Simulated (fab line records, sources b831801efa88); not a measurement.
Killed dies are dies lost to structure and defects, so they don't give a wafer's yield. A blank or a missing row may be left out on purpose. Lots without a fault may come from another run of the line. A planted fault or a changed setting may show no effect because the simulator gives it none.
One fault seen from 2 desks | flow gf180mcu | each desk has only its own numbers; what lay behind them comes last

THE METROLOGY DESK
What the gauges read, lot by lot, whatever tool the lot ran on: means of the sampled wafers that have a number. A lot is out of limits, marked OUT, if its mean lies more than 4 standard deviations from the usual mean; the brackets give that distance.
Columns: A = CONTACT_W_RS at GF_CONTACT_RS_MEAS_25, usual 0.380 ohm/sq; B = CONTACT_W_THK at GF_CONTACT_THK_MEAS_26, usual 299 nm
lot  | first seen here | A     | B
L939 | day 17 00:22    | 0.379 | 298
L944 | day 18 16:04    | 0.382 | 301
L953 | day 22 14:16    | 0.372 | 306
L957 | day 23 14:21    | 0.371 | 303
L959 | day 24 02:13    | 0.384 | 293
This desk's finding: nothing out of limits on any of the 5 lots.

THE TOOL OWNER'S DESK: pvd_sputter-02
The tool's own readings at GF_M1_SPUTTER_00 (material Ti, target thk 37.5 nm, time 150 s): means of the sampled wafers that have a number, for each lot that ran on this tool. A lot is out of limits, marked OUT, if its mean lies more than 4 standard deviations from the usual mean; the brackets give that distance.
Columns: A = chamber_pressure_pa at GF_M1_SPUTTER_00, usual 2.000 Pa; B = throttle_valve_pct at GF_M1_SPUTTER_00, usual 29.7 %
lot  | first seen here | A     | B
L939 | day 17 00:51    | 2.003 | 29.3
L944 | day 18 16:33    | 1.996 | 29.5
L953 | day 22 14:44    | 2.002 | 30.1
This desk's finding: nothing out of limits on any of the 3 lots.

PUT TOGETHER
The metrology desk saw nothing out of limits.
The tool owner's desk saw nothing out of limits.

WHAT THE SIMULATOR HAD PUT IN
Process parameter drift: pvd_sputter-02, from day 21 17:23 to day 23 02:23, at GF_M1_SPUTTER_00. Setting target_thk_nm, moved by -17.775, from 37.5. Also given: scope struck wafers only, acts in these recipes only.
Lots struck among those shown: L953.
